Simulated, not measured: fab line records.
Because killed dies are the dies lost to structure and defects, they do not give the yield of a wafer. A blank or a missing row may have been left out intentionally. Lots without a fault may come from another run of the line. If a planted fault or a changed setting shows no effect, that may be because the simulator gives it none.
A sampling plan put to the test + flow gf180mcu + one fab line, 42 faults that these records tell of, each judged on the records of the lots that it struck; 1 more is left out, because the records don't allow judging it
The plan is the line's own looks: the steps of the route at which a gauge or an inspection reads the wafer and doesn't change it. Where struck wafers have a number at a look and the file lists that look's usual mean and standard deviation on fault-free wafers, the look can be judged. Caught: 4 or more of those standard deviations (sigma) separate the usual mean from the mean of the struck wafers at a look after the fault's first step. On the tool: here the same test is run on the tool's own readings at the fault's steps. A different recipe on the struck wafers counts as caught too, as does a record blank only for those wafers.

THE FAULTS, as the simulator had put them in
1. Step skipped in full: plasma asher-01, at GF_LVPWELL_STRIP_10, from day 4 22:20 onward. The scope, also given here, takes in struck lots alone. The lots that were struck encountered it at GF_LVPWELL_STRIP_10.
2. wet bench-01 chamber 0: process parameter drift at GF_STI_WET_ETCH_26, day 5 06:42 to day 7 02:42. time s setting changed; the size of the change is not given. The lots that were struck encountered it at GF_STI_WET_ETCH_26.
3. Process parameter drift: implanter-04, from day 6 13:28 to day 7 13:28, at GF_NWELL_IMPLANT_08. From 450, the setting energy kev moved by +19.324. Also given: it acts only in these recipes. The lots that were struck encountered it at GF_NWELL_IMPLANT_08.
4. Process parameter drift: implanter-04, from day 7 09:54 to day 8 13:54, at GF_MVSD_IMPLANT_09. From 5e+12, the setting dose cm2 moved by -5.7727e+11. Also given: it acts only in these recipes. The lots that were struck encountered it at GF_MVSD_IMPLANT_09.
5. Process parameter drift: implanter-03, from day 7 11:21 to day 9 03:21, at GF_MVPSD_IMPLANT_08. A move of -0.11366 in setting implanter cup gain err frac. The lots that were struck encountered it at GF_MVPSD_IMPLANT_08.
6. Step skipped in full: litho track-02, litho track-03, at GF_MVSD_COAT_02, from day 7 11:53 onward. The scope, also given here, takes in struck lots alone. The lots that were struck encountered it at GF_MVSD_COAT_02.
7. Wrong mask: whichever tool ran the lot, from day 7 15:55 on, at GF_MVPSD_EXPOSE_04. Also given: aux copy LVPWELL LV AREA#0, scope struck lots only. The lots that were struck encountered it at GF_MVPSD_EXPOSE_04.
8. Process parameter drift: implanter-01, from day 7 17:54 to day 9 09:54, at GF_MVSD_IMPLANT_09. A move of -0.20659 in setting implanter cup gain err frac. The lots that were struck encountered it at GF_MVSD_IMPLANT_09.
9. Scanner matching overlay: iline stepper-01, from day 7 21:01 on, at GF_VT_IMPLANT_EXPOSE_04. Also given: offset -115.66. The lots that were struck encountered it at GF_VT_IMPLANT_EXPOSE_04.
10. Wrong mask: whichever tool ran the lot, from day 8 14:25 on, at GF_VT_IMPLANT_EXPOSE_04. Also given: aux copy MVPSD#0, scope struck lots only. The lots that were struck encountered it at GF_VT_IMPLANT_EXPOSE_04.
11. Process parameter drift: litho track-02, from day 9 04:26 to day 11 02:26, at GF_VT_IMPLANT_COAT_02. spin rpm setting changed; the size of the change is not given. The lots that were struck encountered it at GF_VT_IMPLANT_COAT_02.
12. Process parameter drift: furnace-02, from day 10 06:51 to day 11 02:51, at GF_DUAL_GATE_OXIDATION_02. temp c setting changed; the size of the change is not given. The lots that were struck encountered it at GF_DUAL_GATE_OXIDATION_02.
13. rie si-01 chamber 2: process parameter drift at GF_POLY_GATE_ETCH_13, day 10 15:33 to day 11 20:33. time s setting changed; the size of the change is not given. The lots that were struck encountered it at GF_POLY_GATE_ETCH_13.
14. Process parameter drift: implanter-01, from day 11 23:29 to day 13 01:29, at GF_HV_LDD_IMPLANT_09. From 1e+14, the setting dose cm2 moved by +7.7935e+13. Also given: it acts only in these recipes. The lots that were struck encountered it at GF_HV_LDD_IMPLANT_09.
15. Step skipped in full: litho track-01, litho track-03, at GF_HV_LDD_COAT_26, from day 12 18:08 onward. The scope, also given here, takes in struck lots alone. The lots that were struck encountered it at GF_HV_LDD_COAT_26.
16. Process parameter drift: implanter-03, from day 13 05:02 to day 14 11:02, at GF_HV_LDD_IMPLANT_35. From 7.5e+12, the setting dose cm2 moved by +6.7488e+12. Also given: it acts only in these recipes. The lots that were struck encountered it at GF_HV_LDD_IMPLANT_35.
17. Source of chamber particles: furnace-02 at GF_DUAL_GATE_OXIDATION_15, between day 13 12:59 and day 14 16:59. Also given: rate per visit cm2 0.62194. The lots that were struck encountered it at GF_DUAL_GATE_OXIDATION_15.
18. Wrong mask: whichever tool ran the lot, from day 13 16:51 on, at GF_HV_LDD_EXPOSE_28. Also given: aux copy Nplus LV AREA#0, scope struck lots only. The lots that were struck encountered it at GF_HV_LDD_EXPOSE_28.
19. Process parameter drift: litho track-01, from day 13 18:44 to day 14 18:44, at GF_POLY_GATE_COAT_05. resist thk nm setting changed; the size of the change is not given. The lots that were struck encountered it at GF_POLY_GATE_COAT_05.
20. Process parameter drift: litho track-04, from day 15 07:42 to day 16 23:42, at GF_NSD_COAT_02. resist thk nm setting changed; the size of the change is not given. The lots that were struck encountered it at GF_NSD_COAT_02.
21. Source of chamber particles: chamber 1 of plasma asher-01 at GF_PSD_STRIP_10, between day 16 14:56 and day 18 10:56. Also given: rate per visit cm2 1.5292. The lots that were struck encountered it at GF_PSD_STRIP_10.
22. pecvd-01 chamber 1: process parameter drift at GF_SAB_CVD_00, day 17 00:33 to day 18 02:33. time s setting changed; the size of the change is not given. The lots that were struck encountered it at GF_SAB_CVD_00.
23. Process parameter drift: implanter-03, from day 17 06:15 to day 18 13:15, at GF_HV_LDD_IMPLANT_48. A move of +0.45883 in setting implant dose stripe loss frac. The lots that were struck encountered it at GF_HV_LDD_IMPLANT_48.
24. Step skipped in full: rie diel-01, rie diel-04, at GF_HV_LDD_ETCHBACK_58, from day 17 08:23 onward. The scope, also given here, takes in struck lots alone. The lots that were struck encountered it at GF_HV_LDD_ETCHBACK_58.
25. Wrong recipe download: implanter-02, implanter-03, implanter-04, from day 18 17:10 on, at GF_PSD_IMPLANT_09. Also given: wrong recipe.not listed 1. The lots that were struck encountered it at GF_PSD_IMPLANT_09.
26. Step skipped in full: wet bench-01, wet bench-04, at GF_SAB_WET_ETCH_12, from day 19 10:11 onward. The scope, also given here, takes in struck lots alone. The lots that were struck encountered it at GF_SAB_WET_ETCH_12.
27. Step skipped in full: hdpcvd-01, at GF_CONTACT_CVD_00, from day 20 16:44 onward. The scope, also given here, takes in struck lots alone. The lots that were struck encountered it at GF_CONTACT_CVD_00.
28. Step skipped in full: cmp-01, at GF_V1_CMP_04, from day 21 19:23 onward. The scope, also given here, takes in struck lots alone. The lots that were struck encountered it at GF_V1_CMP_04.
29. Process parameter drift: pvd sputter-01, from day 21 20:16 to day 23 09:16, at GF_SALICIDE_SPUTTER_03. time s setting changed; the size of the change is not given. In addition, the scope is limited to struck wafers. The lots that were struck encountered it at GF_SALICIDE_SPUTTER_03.
30. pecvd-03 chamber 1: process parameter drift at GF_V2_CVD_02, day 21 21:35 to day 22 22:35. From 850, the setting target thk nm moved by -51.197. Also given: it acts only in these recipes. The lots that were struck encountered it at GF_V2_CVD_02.
31. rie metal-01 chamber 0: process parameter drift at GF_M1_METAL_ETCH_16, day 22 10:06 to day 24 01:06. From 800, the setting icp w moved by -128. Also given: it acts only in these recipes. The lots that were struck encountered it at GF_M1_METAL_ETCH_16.
32. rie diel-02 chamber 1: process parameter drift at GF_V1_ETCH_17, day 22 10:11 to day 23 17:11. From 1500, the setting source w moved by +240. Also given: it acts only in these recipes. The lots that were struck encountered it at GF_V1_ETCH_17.
33. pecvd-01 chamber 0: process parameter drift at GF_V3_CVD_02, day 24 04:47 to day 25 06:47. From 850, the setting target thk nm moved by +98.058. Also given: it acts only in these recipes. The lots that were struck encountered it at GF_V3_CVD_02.
34. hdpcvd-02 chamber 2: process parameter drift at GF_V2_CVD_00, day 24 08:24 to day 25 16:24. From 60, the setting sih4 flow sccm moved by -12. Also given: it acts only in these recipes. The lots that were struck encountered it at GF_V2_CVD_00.
35. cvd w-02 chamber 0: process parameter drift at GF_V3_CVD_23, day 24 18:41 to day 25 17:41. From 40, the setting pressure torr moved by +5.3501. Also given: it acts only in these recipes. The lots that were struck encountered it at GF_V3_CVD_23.
36. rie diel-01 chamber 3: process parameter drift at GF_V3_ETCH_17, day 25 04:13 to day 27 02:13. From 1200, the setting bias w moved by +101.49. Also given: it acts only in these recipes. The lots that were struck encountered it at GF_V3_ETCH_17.
37. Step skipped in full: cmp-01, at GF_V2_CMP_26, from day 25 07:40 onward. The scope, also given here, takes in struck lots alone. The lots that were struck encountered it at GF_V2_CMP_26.
38. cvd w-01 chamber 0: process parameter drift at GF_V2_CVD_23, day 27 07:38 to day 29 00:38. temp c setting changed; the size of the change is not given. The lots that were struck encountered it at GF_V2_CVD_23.
39. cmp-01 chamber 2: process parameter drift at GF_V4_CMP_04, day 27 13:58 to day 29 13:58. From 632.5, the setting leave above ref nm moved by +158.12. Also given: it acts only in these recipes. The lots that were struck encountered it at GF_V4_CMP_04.
40. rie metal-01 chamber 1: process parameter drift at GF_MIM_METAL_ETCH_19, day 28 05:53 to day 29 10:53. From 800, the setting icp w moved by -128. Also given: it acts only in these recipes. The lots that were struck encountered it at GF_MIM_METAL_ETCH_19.
41. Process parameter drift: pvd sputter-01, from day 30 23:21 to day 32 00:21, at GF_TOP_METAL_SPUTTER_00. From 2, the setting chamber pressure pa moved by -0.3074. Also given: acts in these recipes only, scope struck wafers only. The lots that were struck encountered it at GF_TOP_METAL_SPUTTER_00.
42. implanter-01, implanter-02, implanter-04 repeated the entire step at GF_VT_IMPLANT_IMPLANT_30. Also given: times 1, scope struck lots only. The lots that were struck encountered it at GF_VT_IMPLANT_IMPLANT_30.

WHAT THE PLAN SAW
| fault | on the tool itself                               | first look that catches it                      | reading, sigma                                        | median hours from its first step to that look | hours from the fault's start to the first struck lot there | judged looks passed uncaught |
|-------|--------------------------------------------------|-------------------------------------------------|-------------------------------------------------------|-----------------------------------------------|------------------------------------------------------------|------------------------------|
| 1     | the tool's record is blank for the struck wafers | GF_MVSD_TW_MEAS_11                              | MVSD_TW -77                                           | 13.9                                          | 15                                                         | 0                            |
| 2     | run length s -19 sigma                           | none of the 4 looks that can be judged after it | -                                                     | -                                             | -                                                          | 4                            |
| 3     | beam energy keV +99 or beyond sigma              | none of the 6 looks that can be judged after it | strongest: NWELL_RS at GF_VT_IMPLANT_RS_MEAS_47, -2.7 | -                                             | -                                                          | 6                            |
| 4     | dose ions cm2 -99 or beyond sigma                | GF_VT_IMPLANT_RS_MEAS_46                        | MVSD_RS +7.0                                          | 90.0                                          | 95                                                         | 0                            |
| 5     | beam on s +7.5 sigma                             | GF_VT_IMPLANT_RS_MEAS_49                        | MVPSD_RS -24                                          | 72.3                                          | 88                                                         | 2                            |
| 6     | the tool's record is blank for the struck wafers | GF_MVPSD_TW_MEAS_11                             | MVPSD_TW +99 or beyond                                | 26.9                                          | 32                                                         | 0                            |
| 7     | under 2 sigma                                    | GF_MVPSD_TW_MEAS_11                             | MVPSD_TW -72                                          | 9.5                                           | 12                                                         | 0                            |
| 8     | beam on s +14 sigma                              | GF_VT_IMPLANT_RS_MEAS_46                        | MVSD_RS -15                                           | 92.9                                          | 113                                                        | 0                            |
| 9     | under 2 sigma                                    | GF_VT_IMPLANT_OVL_MEAS_07                       | VT_IMPLANT_OVL -78                                    | 8.7                                           | 11                                                         | 0                            |
| 10    | no reading that can be judged                    | GF_VT_IMPLANT_TW_MEAS_10                        | VT_IMPLANT_TW -99 or beyond                           | 8.7                                           | 11                                                         | 0                            |
| 11    | spin speed rpm +99 or beyond sigma               | no look after it can be judged                  | -                                                     | -                                             | -                                                          | 0                            |
| 12    | tube center temp C -99 or beyond sigma           | GF_DUAL_GATE_THK_MEAS_03                        | DUAL_GATE_OXIDATION_00_THK -6.4                       | 1.4                                           | 10                                                         | 0                            |
| 13    | run length s -45 sigma                           | no look after it can be judged                  | -                                                     | -                                             | -                                                          | 0                            |
| 14    | dose ions cm2 +99 or beyond sigma                | GF_HV_LDD_TW_MEAS_11                            | HV_LDD_TW +17                                         | 0.2                                           | 9                                                          | 0                            |
| 15    | the tool's record is blank for the struck wafers | GF_HV_LDD_TW_MEAS_50                            | HV_LDD_4_TW +99 or beyond                             | 31.6                                          | 34                                                         | 2                            |
| 16    | dose ions cm2 +99 or beyond sigma                | GF_HV_LDD_TW_MEAS_38                            | HV_LDD_3_TW +9.6                                      | 0.4                                           | 2                                                          | 0                            |
| 17    | no reading that can be judged                    | none of the 2 looks that can be judged after it | -                                                     | -                                             | -                                                          | 2                            |
| 18    | no reading that can be judged                    | GF_HV_LDD_TW_MEAS_38                            | HV_LDD_3_TW -99 or beyond                             | 10.5                                          | 14                                                         | 0                            |
| 19    | no reading that can be judged                    | not the one look that can be judged after it    | -                                                     | -                                             | -                                                          | 1                            |
| 20    | no reading that can be judged                    | none of the 2 looks that can be judged after it | strongest: cd nm at GF_NSD_CD_MEAS_07, -3.3           | -                                             | -                                                          | 2                            |
| 21    | under 2 sigma                                    | no look after it can be judged                  | -                                                     | -                                             | -                                                          | 0                            |
| 22    | under 2 sigma                                    | GF_SAB_THK_MEAS_01                              | SAB_CVD_00_THK -11                                    | 0.0                                           | 3                                                          | 0                            |
| 23    | no reading that can be judged                    | none of the 7 looks that can be judged after it | -                                                     | -                                             | -                                                          | 7                            |
| 24    | the tool's record is blank for the struck wafers | no look after it can be judged                  | -                                                     | -                                             | -                                                          | 0                            |
| 25    | no reading that can be judged                    | GF_PSD_TW_MEAS_11                               | PSD_TW +19                                            | 0.2                                           | 5                                                          | 0                            |
| 26    | the tool's record is blank for the struck wafers | no look after it can be judged                  | -                                                     | -                                             | -                                                          | 0                            |
| 27    | the tool's record is blank for the struck wafers | no look after it can be judged                  | -                                                     | -                                             | -                                                          | 0                            |
| 28    | the tool's record is blank for the struck wafers | not the one look that can be judged after it    | -                                                     | -                                             | -                                                          | 1                            |
| 29    | under 2 sigma                                    | GF_SALICIDE_THK_MEAS_05                         | SALICIDE_TIN_THK -8.2                                 | 0.1                                           | 15                                                         | 0                            |
| 30    | under 2 sigma                                    | GF_V2_THK_MEAS_03                               | V2_CVD_02_THK -5.0                                    | 0.1                                           | 9                                                          | 0                            |
| 31    | rf fwd power W -50 sigma                         | not the one look that can be judged after it    | strongest: V1_CVD_02_THK at GF_V1_THK_MEAS_03, -2.0   | -                                             | -                                                          | 1                            |
| 32    | rf fwd power W +47 sigma                         | no look after it can be judged                  | -                                                     | -                                             | -                                                          | 0                            |
| 33    | under 2 sigma                                    | GF_V3_THK_MEAS_03                               | V3_CVD_02_THK +6.1                                    | 0.1                                           | 3                                                          | 0                            |
| 34    | sih4 flow sccm -75 sigma                         | GF_V2_THK_MEAS_01                               | V2_CVD_00_THK -18                                     | 0.1                                           | 8                                                          | 0                            |
| 35    | chamber pressure Torr +60 sigma                  | none of the 2 looks that can be judged after it | strongest: V3_W_THK at GF_V3_THK_MEAS_25, +3.1        | -                                             | -                                                          | 2                            |
| 36    | bias w +25 sigma                                 | no look after it can be judged                  | -                                                     | -                                             | -                                                          | 0                            |
| 37    | no reading that can be judged                    | no look after it can be judged                  | -                                                     | -                                             | -                                                          | 0                            |
| 38    | susceptor temp C -12 sigma                       | GF_V2_RS_MEAS_24                                | V2_W_RS +4.8                                          | 0.1                                           | 2                                                          | 0                            |
| 39    | time to endpoint s -7.7 sigma                    | not the one look that can be judged after it    | -                                                     | -                                             | -                                                          | 1                            |
| 40    | rf fwd power W -54 sigma                         | no look after it can be judged                  | -                                                     | -                                             | -                                                          | 0                            |
| 41    | chamber pressure pa -78 sigma                    | no look after it can be judged                  | -                                                     | -                                             | -                                                          | 0                            |
| 42    | no reading that can be judged                    | GF_VT_IMPLANT_TW_MEAS_32                        | VT_IMPLANT_3_TW +26                                   | 0.6                                           | -                                                          | 0                            |
A dash: this means the fault isn't caught or the number doesn't appear in these records.

Caught at a look: 21 of 42. Caught on the tool: 26 of 42. By one or the other: 36 of 42.
Faults caught by the tool alone: 2, 3, 11, 13, 24, 26, 27, 28, 31, 32, 35, 36, 39, 40, 41.
Caught at a look alone: faults 7, 9, 10, 18, 22, 25, 29, 30, 33, 42.
Caught by neither: faults 17, 19, 20, 21, 23, 37.

THINNER SAMPLING
If the look that catches a fault measured only every second or every third lot, by lot number, the first struck lot would be measured this late in the worst case:
| fault | struck lots at that look, in order of time | every lot | every second lot | every third lot |
|-------|--------------------------------------------|-----------|------------------|-----------------|
| 1     | L762, L764                                 | 15 h      | may miss all 2   | may miss all 2  |
| 4     | L938, L939                                 | 95 h      | 106 h            | may miss all 2  |
| 5     | L825, L826                                 | 88 h      | 94 h             | may miss all 2  |
| 6     | L963, L964                                 | 32 h      | 36 h             | may miss all 2  |
| 7     | L196                                       | 12 h      | may miss it      | may miss it     |
| 8     | L302, L304                                 | 113 h     | may miss all 2   | may miss all 2  |
| 9     | L545, L546, L547                           | 11 h      | 19 h             | 24 h            |
| 10    | L496                                       | 11 h      | may miss it      | may miss it     |
| 12    | L855, L856                                 | 10 h      | 16 h             | may miss all 2  |
| 14    | L217, L218                                 | 9 h       | 14 h             | may miss all 2  |
| 15    | L566, L568, L569                           | 34 h      | 52 h             | may miss all 3  |
| 16    | L703, L705                                 | 2 h       | may miss all 2   | may miss all 2  |
| 18    | L389                                       | 14 h      | may miss it      | may miss it     |
| 22    | L164, L165                                 | 3 h       | 16 h             | may miss all 2  |
| 25    | L852, L853, L854, L855                     | 5 h       | 21 h             | 24 h            |
| 29    | L893                                       | 15 h      | may miss it      | may miss it     |
| 30    | L497, L498                                 | 9 h       | 23 h             | may miss all 2  |
| 33    | L138, L139                                 | 3 h       | 16 h             | may miss all 2  |
| 34    | L955, L958                                 | 8 h       | 24 h             | may miss all 2  |
| 38    | L506, L507                                 | 2 h       | 9 h              | may miss all 2  |
Hours count from the start of the fault until the first struck lot that is measured. Since the struck wafers were tested as one group against 4 sigma, a single lot by itself may lie under the limit. Other struck lots may not be in these records.

THE LONGEST TIMED WAY FROM STEP TO LOOK
In fault 8, a median of 92.9 hours elapses between GF_MVSD_IMPLANT_09 and GF_VT_IMPLANT_RS_MEAS_46. No look between them can be judged.
